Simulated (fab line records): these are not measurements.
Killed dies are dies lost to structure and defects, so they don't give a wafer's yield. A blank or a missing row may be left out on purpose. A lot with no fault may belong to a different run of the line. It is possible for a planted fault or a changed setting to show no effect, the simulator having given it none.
Chamber matching | flow gf180mcu | GF_V5_CMP_26 on cmp-01 has 4 sister chambers
The step polishes, stops on SiO2, t overpolish 15 s, target thk 0 nm. 16 wafers are shown with their chamber, then 8 later ones without.

## WAFERS PAIRED WITH THEIR CHAMBERS
wafer  | chamber | motor current A (A) | time to endpoint s (s) | overpolish run s (s)
L506.2 | 3       | 12.7                | 85                     | 15.005
L506.3 | 2       | 11.9                | 85                     | 15.014
L506.5 | 3       | 11.7                | 87                     | 14.999
L508.1 | 1       | 11.0                | 84                     | 15.000
L508.3 | 0       | 9.9                 | 81                     | 14.999
L508.6 | 1       | 11.4                | 79                     | 14.991
L509.2 | 2       | 12.2                | 86                     | 15.001
L509.5 | 3       | 11.8                | 87                     | 14.997
L509.6 | 2       | 12.0                | 87                     | 14.999
L515.1 | 3       | 11.8                | 89                     | 14.991
L515.2 | 2       | 12.3                | 84                     | 14.985
L515.3 | 0       | 9.9                 | 82                     | 14.987
L520.3 | 0       | 9.7                 | 84                     | 15.002
L520.4 | 3       | 11.4                | 87                     | 14.997
L520.6 | 1       | 10.7                | 81                     | 14.992
L521.2 | 2       | 13.0                | 83                     | 15.003

SIGNATURES (averages over the wafers above)
reading            | chamber 0 | chamber 1 | chamber 2 | chamber 3 | scatter within a chamber
motor current A    | 9.833     | 11.033    | 12.280    | 11.880    | 0.405
time to endpoint s | 82.33     | 81.33     | 85.00     | 87.00     | 1.72
overpolish run s   | 14.99600  | 14.99433  | 15.00040  | 14.99780  | 0.00767
Rule: for each reading, subtract the chamber's mean from the wafer's reading, divide by that reading's scatter and square the result; add these up over the readings and take the root, which gives the wafer's distance from the chamber. If the next closest chamber is less than 2 further off than the closest, the wafer can't be placed; otherwise it belongs to the closest. The scatter: the root of (the sum of the squares of (reading less its chamber's mean) over the shown wafers, divided by (wafers less chambers)).

## WAFERS WITH NO CHAMBER GIVEN
wafer  | motor current A (A) | time to endpoint s (s) | overpolish run s (s)
L521.4 | 11.8                | 89                     | 15.011
L521.5 | 11.7                | 88                     | 14.993
L522.1 | 11.0                | 83                     | 15.017
L522.3 | 12.5                | 83                     | 15.000
L522.4 | 12.0                | 88                     | 15.005
L523.1 | 10.8                | 86                     | 14.998
L523.4 | 12.6                | 83                     | 14.985
L523.5 | 10.0                | 81                     | 14.999

## WHICH CHAMBER EACH WENT THROUGH
wafer  | from the rows above               | in truth
L521.4 | can't be placed: 3 or 2           | 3
L521.5 | can't be placed: 3 or 2           | 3
L522.1 | can't be placed: 1 or 0 or 2 or 3 | 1
L522.3 | can't be placed: 2 or 3           | 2
L522.4 | can't be placed: 3 or 2           | 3
L523.1 | can't be placed: 3 or 1 or 0 or 2 | 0
L523.4 | can't be placed: 2 or 3 or 1      | 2
L523.5 | can't be placed: 0 or 1           | 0
Placed correctly: 0 of 8. Unplaceable from these rows: 8, with the true chamber sitting among the candidates in 8. Placed wrongly: 0.
